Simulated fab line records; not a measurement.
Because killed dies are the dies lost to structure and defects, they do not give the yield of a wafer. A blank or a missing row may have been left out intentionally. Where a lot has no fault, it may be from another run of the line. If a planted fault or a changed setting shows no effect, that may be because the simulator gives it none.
fab line records	flow sky130
record: lots: 14	wafers: 42	last_day: 50
route steps=708 shown LDD_HVN@274 LDD_HVP@288 RES_XHIGH@340 SD_N@353
lots that met no fault: from a run of the same line without faults
start_h: hours from the record's first day to the start of the lot's first wafer shown	wait_h: how many hours have passed since the lot's step before this one	" repeats the value in the row above	L1.1+2: several wafers, shown together as one row	- either no value or no given start	* or withheld: withheld	< > ~ a bound
route shown NAME@n: a module of which the file shows steps, and the number in the route of the first	usual: mean and standard deviation over wafers with no fault	same: alike in all rows	chamber/n: place in a boat	sites: per-site readings	_std_site: their standard deviation	_edge_site: inner sites' mean taken away from outer sites' mean	radius_mm: how far each site lies from the wafer's centre	mask NAME#n: copy n	behind: the most recent tool/chamber to have shaped the wafer	hold: why the lot was held/for how many hours/how that ended	device: the n, p or np transistor that did not switch	end of line: tests run on the same wafers once the route is complete	a step given without rows: its recipe and nothing more	killed: count of dies lost to structure and defects at first sort (not the wafer's yield)	map: a wafer's dies, x killed, . not, _ none there
set.NAME: the run value of the setting; set.NAME@STEP: its run value at that earlier step	model.NAME: the simulator's own value behind a step, which no gauge read
the route's steps for a sample of lots (tables are steps, rows are wafers)
services: when a tool's chamber went out of use (start_h, in hours from the record's first day, below 0 if earlier), for how many hours, and the reason
== steps ==
step: SKY_LDD_HVN_OVL_MEAS_07
usual: LDD_HVN_OVL: 0.5/1.3
lot.wafer	tool	chamber	start_h	wait_h	LDD_HVN_OVL[nm]
L784.1	overlay-01	-	471.12	0.1	2.5
L784.3	"	-	"	"	2.0
L784.4	"	-	"	"	2.4
L785.1	overlay-01	-	474.65	0.1	-0.5
L785.2	"	-	"	"	1.0
L785.5	"	-	"	"	0.9
L786.2	overlay-01	-	474.96	0.1	0.3
L786.3	"	-	"	"	1.8
L786.4	"	-	"	"	-0.8
L789.1	overlay-02	-	517.70	0.1	-0.1
L789.4	"	-	"	"	1.4
L789.5	"	-	"	"	2.3
L791.1	overlay-02	-	522.50	0.1	1.2
L791.2	"	-	"	"	-0.8
L791.5	"	-	"	"	0.7
L792.1	overlay-02	-	538.45	0.1	-0.1
L792.2	"	-	"	"	1.0
L792.6	"	-	"	"	-2.6
L795.1	overlay-01	-	553.95	0.1	3.7
L795.4	"	-	"	"	2.5
L795.5	"	-	"	"	4.0
L794.1	overlay-02	-	554.25	0.1	4.1
L794.2	"	-	"	"	1.6
L794.6	"	-	"	"	2.0
L796.3	overlay-01	-	564.71	0.1	-0.3
L796.4	"	-	"	"	0.1
L796.5	"	-	"	"	-0.4
L797.1	overlay-01	-	574.80	0.1	0.1
L797.2	"	-	"	"	1.7
L797.3	"	-	"	"	-0.1
L798.1	overlay-01	-	577.67	0.1	0.2
L798.2	"	-	"	"	1.3
L798.5	"	-	"	"	1.4
L805.1	overlay-02	-	643.07	0.1	0.3
L805.5	"	-	"	"	-1.5
L805.6	"	-	"	"	-0.9
L806.1	overlay-01	-	651.02	0.1	1.5
L806.2	"	-	"	"	0.0
L806.4	"	-	"	"	0.9
L807.3	overlay-01	-	657.91	0.1	-1.1
L807.4	"	-	"	"	-0.9
L807.5	"	-	"	"	1.6
step: SKY_LDD_HVP_TW_MEAS_10
usual: LDD_HVP_TW: 458.6/2.6
lot.wafer	tool	chamber	start_h	wait_h	LDD_HVP_TW
L784.1	film_metro-04	-	502.11	0.1	459.6
L784.3	"	-	"	"	460.6
L784.4	"	-	"	"	459.6
L785.1	film_metro-03	-	506.26	0.1	459.2
L785.2	"	-	"	"	460.1
L785.5	"	-	"	"	457.2
L786.2	film_metro-02	-	506.42	0.1	455.2
L786.3	"	-	"	"	457.2
L786.4	"	-	"	"	454.8
L789.1	film_metro-04	-	547.91	0.1	458.3
L789.4	"	-	"	"	455.0
L789.5	"	-	"	"	458.2
L791.1	film_metro-02	-	552.48	0.1	455.2
L791.2	"	-	"	"	454.1
L791.5	"	-	"	"	454.5
L792.1	film_metro-03	-	568.61	0.1	459.1
L792.2	"	-	"	"	460.0
L792.6	"	-	"	"	456.4
L795.1	film_metro-03	-	583.61	0.1	459.0
L795.4	"	-	"	"	457.2
L795.5	"	-	"	"	457.8
L794.1	film_metro-02	-	583.91	0.1	454.1
L794.2	"	-	"	"	454.5
L794.6	"	-	"	"	457.0
L796.3	film_metro-03	-	594.48	0.1	458.0
L796.4	"	-	"	"	457.3
L796.5	"	-	"	"	456.0
L797.1	film_metro-02	-	605.23	0.1	460.0
L797.2	"	-	"	"	460.5
L797.3	"	-	"	"	457.1
L798.1	film_metro-04	-	607.46	0.1	459.3
L798.2	"	-	"	"	461.4
L798.5	"	-	"	"	459.5
L805.1	film_metro-04	-	671.96	0.1	460.9
L805.5	"	-	"	"	462.9
L805.6	"	-	"	"	459.1
L806.1	film_metro-02	-	679.31	0.1	452.9
L806.2	"	-	"	"	455.4
L806.4	"	-	"	"	456.0
L807.3	film_metro-03	-	687.08	0.1	459.7
L807.4	"	-	"	"	459.9
L807.5	"	-	"	"	460.3
step: SKY_RES_XHIGH_STRIP_08
recipe: chemistry: O2/N2	power_w: 1400	pressure_mtorr: 1500	platen_temp_c: withheld	o2_flow_sccm: 3000	n2_flow_sccm: 300	overash_fraction: 0.5
usual: chamber_pressure_mTorr: 1499.9/1.5	drypump_motor_current_A: 6.14/0.19	oes_product_au: 0.711/0.0048	strip_time_to_endpoint_s: 14.28/0.048
lot.wafer	tool	chamber	start_h	wait_h	chamber_pressure_mTorr	drypump_motor_current_A	oes_product_au	rf_hours_counter_h	strip_time_to_endpoint_s
L784.1	plasma_asher-03	1	623.55	0.1	1500.6	6.08	0.715	79	14.26
L784.3	"	1	"	"	1500.2	6.08	0.710	-	14.20
L784.4	"	0	"	"	1502.6	6.45	0.707	-	14.27
L785.1	plasma_asher-04	0	627.40	0.1	1501.4	5.89	0.711	19	14.25
L785.2	"	1	"	"	1498.9	6.30	0.716	19	14.25
L785.5	"	0	"	"	1499.0	5.89	0.717	-	14.22
L786.2	plasma_asher-02	0	628.65	0.1	1500.7	5.98	0.711	47	14.29
L786.3	"	0	"	"	1497.9	5.98	0.702	-	14.34
L786.4	"	1	"	"	1500.3	6.14	0.714	-	14.31
L789.1	plasma_asher-03	0	666.68	0.1	1500.0	6.46	0.711	83	14.31
L789.4	"	1	"	"	1503.5	6.08	0.714	-	14.33
L789.5	"	1	"	"	1500.5	6.08	0.717	-	14.28
L791.1	plasma_asher-04	0	671.73	0.1	1499.6	5.94	0.715	24	14.21
L791.2	"	1	"	"	1501.0	6.31	0.709	24	14.23
L791.5	"	1	"	"	1499.9	6.30	0.712	-	14.20
L792.1	plasma_asher-02	0	685.80	0.1	1499.1	5.98	0.714	53	14.24
L792.2	"	1	"	"	1501.3	6.17	0.708	53	14.23
L792.6	"	1	"	"	1500.0	6.21	0.713	-	14.20
L795.1	plasma_asher-02	0	701.40	0.1	1497.5	5.96	0.711	54	14.30
L795.4	"	1	"	"	1499.3	6.14	0.711	-	14.26
L795.5	"	0	"	"	1498.0	5.97	0.712	-	14.25
L794.1	plasma_asher-04	0	701.92	0.1	1499.6	5.91	0.705	27	14.31
L794.2	"	1	"	"	1498.5	6.32	0.706	27	14.36
L794.6	"	0	"	"	1499.3	5.93	0.713	-	14.35
L796.3	plasma_asher-02	1	709.35	0.1	1498.7	6.19	0.715	-	14.26
L796.4	"	0	"	"	1497.4	5.97	0.713	-	14.21
L796.5	"	1	"	"	1499.3	6.15	0.707	-	14.27
L797.1	plasma_asher-03	0	719.45	0.1	-	-	-	-	-
L797.2	"	1	"	"	-	-	-	-	-
L797.3	"	1	"	"	-	-	-	-	-
L798.1	plasma_asher-02	0	723.40	0.1	-	-	-	-	-
L798.2	"	1	"	"	-	-	-	-	-
L798.5	"	0	"	"	-	-	-	-	-
L805.1	plasma_asher-03	0	786.50	0.1	1499.6	6.45	0.713	95	14.28
L805.5	"	0	"	"	1502.8	6.47	0.717	-	14.33
L805.6	"	1	"	"	1499.4	6.10	0.705	-	14.33
L806.1	plasma_asher-04	1	790.78	0.1	1501.2	6.29	0.713	35	14.23
L806.2	"	0	"	"	1499.0	5.91	0.701	35	14.22
L806.4	"	0	"	"	1498.9	5.92	0.701	-	14.29
L807.3	plasma_asher-04	1	798.50	0.1	1500.8	6.32	0.709	-	14.27
L807.4	"	0	"	"	1496.4	5.89	0.701	-	14.23
L807.5	"	0	"	"	1498.4	5.88	0.704	-	14.24
step: SKY_SD_N_STRIP_11
recipe: chemistry: O2/N2	power_w: 1400	pressure_mtorr: 1500	platen_temp_c: withheld	o2_flow_sccm: 3000	n2_flow_sccm: 300	overash_fraction: 0.5
usual: chamber_pressure_mTorr: 1499.9/1.5	drypump_motor_current_A: 5.9/0.37	oes_product_au: 0.528/0.0047	strip_time_to_endpoint_s: 22.55/0.05
lot.wafer	tool	chamber	start_h	wait_h	chamber_pressure_mTorr	drypump_motor_current_A	oes_product_au	rf_hours_counter_h	strip_time_to_endpoint_s
L784.1	plasma_asher-01	0	652.30	0.1	1499.1	5.1	0.527	96	22.45
L784.3	"	0	"	"	1499.1	5.1	0.533	-	22.48
L784.4	"	1	"	"	1498.9	6.1	0.533	-	22.48
L785.1	plasma_asher-04	0	656.55	0.1	1500.1	5.9	0.527	22	22.55
L785.2	"	1	"	"	1500.9	6.3	0.523	22	22.57
L785.5	"	0	"	"	1500.4	5.9	0.527	-	22.52
L786.2	plasma_asher-04	1	658.05	0.1	1501.2	6.3	0.531	22	22.50
L786.3	"	0	"	"	1499.5	5.9	0.523	-	22.49
L786.4	"	1	"	"	1500.9	6.3	0.528	-	22.47
L789.1	plasma_asher-04	1	695.68	0.1	1500.1	6.4	0.532	26	22.58
L789.4	"	0	"	"	1500.2	5.9	0.527	-	22.61
L789.5	"	1	"	"	1500.1	6.3	0.533	-	22.63
L791.1	plasma_asher-02	1	700.50	0.1	1499.5	6.2	0.526	54	22.44
L791.2	"	0	"	"	1500.8	6.0	0.519	54	22.48
L791.5	"	0	"	"	1497.9	6.0	0.511	-	22.46
L792.1	plasma_asher-02	1	713.73	0.1	1501.4	6.2	0.526	55	22.62
L792.2	"	0	"	"	1499.2	6.0	0.524	55	22.67
L792.6	"	1	"	"	1499.6	6.2	0.531	-	22.65
L795.1	plasma_asher-02	0	728.80	0.1	1501.8	6.0	0.527	57	22.59
L795.4	"	1	"	"	1502.5	6.2	0.516	-	22.61
L795.5	"	0	"	"	1501.2	6.0	0.529	-	22.56
L794.1	plasma_asher-04	1	729.25	0.1	1500.8	6.3	0.529	29	22.51
L794.2	"	0	"	"	1499.7	5.9	0.525	29	22.53
L794.6	"	0	"	"	1498.3	5.9	0.528	-	22.57
L796.3	plasma_asher-04	1	736.98	0.1	1500.1	6.3	0.527	-	22.54
L796.4	"	0	"	"	1499.6	5.9	0.533	-	22.55
L796.5	"	1	"	"	1497.2	6.3	0.534	-	22.49
L797.1	plasma_asher-04	1	747.33	0.1	1499.9	6.3	0.622	31	39.47
L797.2	"	0	"	"	1498.0	5.9	0.614	31	39.42
L797.3	"	0	"	"	1499.9	5.9	0.612	-	39.44
L798.1	plasma_asher-01	1	750.85	0.1	1501.2	6.1	0.618	1	39.39
L798.2	"	0	"	"	1500.7	5.1	0.611	1	39.40
L798.5	"	1	"	"	1499.8	6.0	0.610	-	39.40
L805.1	plasma_asher-01	0	813.20	0.1	1500.5	5.1	0.524	7	22.50
L805.5	"	0	"	"	1500.0	5.1	0.536	-	22.49
L805.6	"	1	"	"	1499.8	6.1	0.525	-	22.52
L806.1	plasma_asher-01	1	817.13	0.1	1498.9	6.1	0.526	7	22.59
L806.2	"	0	"	"	1501.0	5.1	0.533	7	22.57
L806.4	"	0	"	"	1501.0	5.1	0.528	-	22.57
L807.3	plasma_asher-02	0	825.09	0.1	1501.4	6.0	0.523	-	22.53
L807.4	"	1	"	"	1500.1	6.2	0.521	-	22.54
L807.5	"	0	"	"	1499.2	6.0	0.527	-	22.58
step: SKY_SD_N_TW_MEAS_12
usual: SD_N_TW: 3987/23
lot.wafer	tool	chamber	start_h	wait_h	SD_N_TW
L784.1	film_metro-02	-	652.40	0.1	3991
L784.3	"	-	"	"	3995
L784.4	"	-	"	"	3979
L785.1	film_metro-03	-	656.65	0.1	3992
L785.2	"	-	"	"	3999
L785.5	"	-	"	"	4000
L786.2	film_metro-03	-	658.16	0.1	3996
L786.3	"	-	"	"	4001
L786.4	"	-	"	"	4011
L789.1	film_metro-01	-	695.78	0.1	3951
L789.4	"	-	"	"	3943
L789.5	"	-	"	"	3940
L791.1	film_metro-03	-	700.60	0.1	4019
L791.2	"	-	"	"	4022
L791.5	"	-	"	"	4008
L792.1	film_metro-03	-	713.83	0.1	4018
L792.2	"	-	"	"	3993
L792.6	"	-	"	"	4011
L795.1	film_metro-02	-	728.90	0.1	3973
L795.4	"	-	"	"	3992
L795.5	"	-	"	"	3975
L794.1	film_metro-02	-	729.35	0.1	3960
L794.2	"	-	"	"	3962
L794.6	"	-	"	"	3976
L796.3	film_metro-02	-	737.07	0.1	4007
L796.4	"	-	"	"	3988
L796.5	"	-	"	"	3960
L797.1	film_metro-03	-	747.43	0.1	30
L797.2	"	-	"	"	30
L797.3	"	-	"	"	30
L798.1	film_metro-02	-	750.95	0.1	30
L798.2	"	-	"	"	30
L798.5	"	-	"	"	30
L805.1	film_metro-03	-	813.30	0.1	3974
L805.5	"	-	"	"	3959
L805.6	"	-	"	"	3969
L806.1	film_metro-02	-	817.23	0.1	3972
L806.2	"	-	"	"	3974
L806.4	"	-	"	"	3975
L807.3	film_metro-02	-	825.17	0.1	3999
L807.4	"	-	"	"	3972
L807.5	"	-	"	"	3979
step: SKY_SD_N_RTA_14
recipe: temp_c: 1075	time_s: 2	idle_temp_c: 650	ramp_up_c_per_s: 150	ramp_down_c_per_s: 90	ambient: N2
usual: lamp_power_pct: 15.74/0.055	wafer_temp_C_max: 1078.1/1.3
lot.wafer	tool	chamber	start_h	wait_h	lamp_power_pct	wafer_temp_C_max
L784.1	rtp_anneal-01	0	652.51	0.0	15.73	1078.7
L784.3	"	0	"	"	15.77	1076.3
L784.4	"	0	"	"	15.77	1077.9
L785.1	rtp_anneal-01	0	656.76	0.0	15.70	1077.2
L785.2	"	0	"	"	15.76	1078.4
L785.5	"	0	"	"	15.78	1076.6
L786.2	rtp_anneal-02	0	658.27	0.0	15.75	1076.9
L786.3	"	0	"	"	15.81	1078.6
L786.4	"	0	"	"	15.71	1078.8
L789.1	rtp_anneal-01	0	695.89	0.0	15.63	1078.4
L789.4	"	0	"	"	15.79	1079.5
L789.5	"	0	"	"	15.65	1076.1
L791.1	rtp_anneal-01	0	700.71	0.0	15.73	1080.0
L791.2	"	0	"	"	15.70	1077.8
L791.5	"	0	"	"	15.72	1077.7
L792.1	rtp_anneal-02	0	713.94	0.0	15.77	1075.4
L792.2	"	0	"	"	15.82	1077.7
L792.6	"	0	"	"	15.79	1077.5
L795.1	rtp_anneal-02	0	729.01	0.0	15.86	1077.7
L795.4	"	0	"	"	15.65	1078.9
L795.5	"	0	"	"	15.71	1077.5
L794.1	rtp_anneal-01	0	729.47	0.0	15.71	1079.3
L794.2	"	0	"	"	15.74	1077.6
L794.6	"	0	"	"	15.78	1076.6
L796.3	rtp_anneal-02	0	737.18	0.0	15.77	1077.3
L796.4	"	0	"	"	15.68	1075.8
L796.5	"	0	"	"	15.71	1081.5
L797.1	rtp_anneal-01	0	747.55	0.0	15.69	1075.5
L797.2	"	0	"	"	15.78	1078.4
L797.3	"	0	"	"	15.75	1080.4
L798.1	rtp_anneal-02	0	751.06	0.0	15.80	1077.6
L798.2	"	0	"	"	15.77	1076.1
L798.5	"	0	"	"	15.80	1079.2
L805.1	rtp_anneal-01	0	813.42	0.0	15.84	1077.0
L805.5	"	0	"	"	15.74	1078.0
L805.6	"	0	"	"	15.67	1079.2
L806.1	rtp_anneal-02	0	817.35	0.0	15.71	1078.9
L806.2	"	0	"	"	15.82	1077.9
L806.4	"	0	"	"	15.77	1078.7
L807.3	rtp_anneal-01	0	825.28	0.0	15.75	1078.2
L807.4	"	0	"	"	15.69	1078.0
L807.5	"	0	"	"	15.78	1077.6
== services ==
tool	chamber	start_h	hours	kind
plasma_asher-01	-	621.47	2.8	pm
plasma_asher-03	-	653.01	2.8	pm
plasma_asher-01	-	660.06	4.3	repair
plasma_asher-04	-	677.87	2.8	pm
plasma_asher-01	-	733.78	9.0	pm
plasma_asher-01	0	733.78	9.0	vent_cycle
plasma_asher-01	1	733.78	9.0	vent_cycle
plasma_asher-01	0	742.78	-	clean
plasma_asher-01	1	742.78	-	clean
plasma_asher-01	-	765.37	2.0	repair
plasma_asher-03	-	788.57	1.2	repair
rtp_anneal-02	-	802.45	3.5	pm
plasma_asher-03	-	805.26	26.3	pm
== key ==
first_sign: step: SKY_RES_XHIGH_STRIP_08	reading: tool_record	direction: missing
effect: step: SKY_SD_N_STRIP_11	reading: strip_time_to_endpoint_s	direction: up	sigmas: 99+	usual: *	struck: *
effect: step: SKY_SD_N_TW_MEAS_12	reading: SD_N_TW	direction: down	sigmas: 99+	usual: 3987	struck: 30
met_at SKY_RES_XHIGH_STRIP_08
struck_lots L797,L798
sort_left_out L797.1,L797.2,L797.3,L798.1,L798.2,L798.5
tester_left_out L797,L798
not_acting_at SKY_LDD_HVN_OVL_MEAS_07,SKY_LDD_HVP_TW_MEAS_10,SKY_SD_N_RTA_14
onset_between 709.35 719.45
fault: kind: skipped_step_whole	tool: plasma_asher-02,plasma_asher-03	chamber: -	onset_h: 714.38	steps: SKY_RES_XHIGH_STRIP_08	scope: struck_lots_only
tester_left_out: of these lots the tester's yield and bins aren't shown, on N5 and GAA mostly nor the transistor test; their killed dies are dies lost to structure and defects alone, not to doping, threshold or leakage, so they don't give the yield
sort_left_out: the simulated sort isn't trusted on such a fault, so these wafers' sort isn't shown, and their yield isn't known
